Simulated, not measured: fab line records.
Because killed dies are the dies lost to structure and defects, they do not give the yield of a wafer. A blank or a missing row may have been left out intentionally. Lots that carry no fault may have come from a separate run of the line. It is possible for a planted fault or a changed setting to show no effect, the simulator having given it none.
Which tool did it?    flow gf180mcu    13 lots, 39 wafers sampled, at 4 steps of a route of 602

== WHAT THE GAUGES SHOWED, per wafer ==
GF_DUAL_GATE_THK_MEAS_03. Usual: DUAL_GATE_OXIDATION_00_THK typically reads 10.88 nm, with standard deviation 0.19.
lot   measured      on             DUAL_GATE_OXIDATION_00_THK (nm)  flag
L454  day 7 14:28   film-metro-01  11.01 10.99 10.90                
L456  day 8 03:05   film-metro-01  10.87 10.97 10.81                
L458  day 8 17:41   film-metro-02  11.00 11.16 11.30                
L459  day 9 00:43   film-metro-01  10.95 11.01 11.28                
L460  day 9 05:49   film-metro-04  10.83 10.93 11.00                
L461  day 9 12:13   film-metro-04  11.21 10.95 11.29                
L463  day 10 01:59  film-metro-04  10.61 10.42 10.49                
L464  day 10 11:25  film-metro-01  10.80 10.96 10.71                
L467  day 11 13:19  film-metro-01  10.90 10.94 11.11                
L469  day 11 20:55  film-metro-01  10.89 10.94 11.07                
L473  day 13 01:20  film-metro-04  10.64 10.71 10.63                
L474  day 13 06:18  film-metro-02  10.84 10.75 10.67                
L477  day 14 03:22  film-metro-04  10.87 10.74 10.82                

GF_HV_LDD_OVL_MEAS_47. Usual: HV_LDD_03_OVL typically reads 0.8 nm, with standard deviation 1.4.
lot   measured      on          HV_LDD_03_OVL (nm)  flag
L454  day 12 06:43  overlay-01  2.9 3.0 0.6         
L456  day 12 19:37  overlay-01  -0.4 0.3 0.2        
L458  day 13 14:56  overlay-01  2.3 2.9 3.1         
L459  day 13 21:55  overlay-01  -0.8 -1.6 -1.0      
L460  day 14 08:55  overlay-02  3.2 3.3 2.8         
L461  day 14 17:19  overlay-01  1.8 2.8 0.8         
L463  day 15 07:50  overlay-02  0.2 0.5 0.4         
L464  day 15 22:40  overlay-02  0.1 -2.0 -0.1       
L467  day 16 23:22  overlay-01  -0.3 0.3 1.2        
L469  day 17 09:13  overlay-02  2.8 1.6 2.4         
L473  day 18 18:08  overlay-02  3.6 3.7 0.9         
L474  day 18 23:50  overlay-02  1.0 -0.5 0.4        
L477  day 20 01:55  overlay-01  1.8 0.6 2.1         

== WHICH TOOL RAN EACH LOT (tool, then ch and the chambers of the sampled wafers, then the start) ==
lot   GF_DUAL_GATE_STRIP_13                 GF_HV_LDD_COAT_41
L454  plasma-asher-04 ch 0,1, day 8 06:52   litho-track-01 ch 0, day 11 20:33
L456  plasma-asher-04 ch 0,1, day 8 19:58   litho-track-02 ch 0, day 12 09:42
L458  plasma-asher-04 ch 0,1, day 9 11:04   litho-track-02 ch 0, day 13 04:45
L459  plasma-asher-02 ch 0,1, day 9 17:43   litho-track-01 ch 0, day 13 11:12
L460  plasma-asher-04 ch 0,1, day 9 23:19   litho-track-01 ch 0, day 13 22:06
L461  plasma-asher-03 ch 0,1, day 10 05:19  litho-track-02 ch 0, day 14 06:36
L463  plasma-asher-02 ch 0,1, day 10 19:53  litho-track-01 ch 0, day 14 21:15
L464  plasma-asher-04 ch 0,1, day 11 05:31  litho-track-01 ch 0, day 15 11:30
L467  plasma-asher-02 ch 0,1, day 12 08:22  litho-track-02 ch 0, day 16 12:06
L469  plasma-asher-03 ch 0,1, day 12 16:11  litho-track-02 ch 0, day 16 21:33
L473  plasma-asher-04 ch 0,1, day 13 21:26  litho-track-01 ch 0, day 18 06:43
L474  plasma-asher-02 ch 0,1, day 14 03:12  litho-track-01 ch 0, day 18 12:33
L477  plasma-asher-03 ch 0,1, day 15 00:16  litho-track-04 ch 0, day 19 14:09
- GF_DUAL_GATE_STRIP_13: strips in O2/N2.
- GF_HV_LDD_COAT_41: resist thk 1000 nm.

== AS READ BY THE TOOLS THEMSELVES (means over the sampled wafers that have a number; for cases with no such wafer, the mark the record gives instead) ==
GF_DUAL_GATE_STRIP_13. Usual: drypump-motor-current-A 5.6 A, standard deviation 0.49; heater-power-w 332 W, standard deviation 26; oes-product-au 0.716 a.u., standard deviation 0.0044; strip-time-to-endpoint-s 12.62 s, standard deviation 0.037.
lot   tool             drypump-motor-current-A (A)  heater-power-w (W)  oes-product-au (a.u.)  strip-time-to-endpoint-s (s)  flag
L454  plasma-asher-04  5.4                          349                 0.716                  12.57                         
L456  plasma-asher-04  5.1                          338                 0.717                  12.67                         
L458  plasma-asher-04  5.4                          348                 0.715                  12.61                         
L459  plasma-asher-02  5.9                          322                 0.713                  12.60                         
L460  plasma-asher-04  5.5                          352                 0.717                  12.61                         
L461  plasma-asher-03  5.3                          357                 0.716                  12.62                         
L463  plasma-asher-02  6.0                          310                 0.717                  12.65                         
L464  plasma-asher-04  5.4                          342                 0.713                  12.65                         
L467  plasma-asher-02  6.1                          315                 0.714                  12.62                         
L469  plasma-asher-03  5.3                          356                 0.717                  12.65                         
L473  plasma-asher-04  5.4                          348                 0.720                  12.61                         
L474  plasma-asher-02  5.9                          322                 0.714                  12.62                         
L477  plasma-asher-03  5.3                          359                 0.719                  12.60                         

== THE ANSWER, worked out from the rows above alone ==
Rule: lot off if the mean of its wafers having a number is beyond 3 standard deviations from the usual mean. Also off: a lot with no number at a reading for which 4 or more lots have one. Where the step has rows for the other lots, those lots are counted as sound. After the gauges, taken in route order, come the tools' own readings; for these a lot's mean is taken, as printed above. The first step at which some lot is off is used, and at that step the reading that is off furthest; a lot without a number counts as furthest.
None of the lots is off at any reading shown; this tells nothing.

== WHAT THE SIMULATOR HAD INSERTED ==
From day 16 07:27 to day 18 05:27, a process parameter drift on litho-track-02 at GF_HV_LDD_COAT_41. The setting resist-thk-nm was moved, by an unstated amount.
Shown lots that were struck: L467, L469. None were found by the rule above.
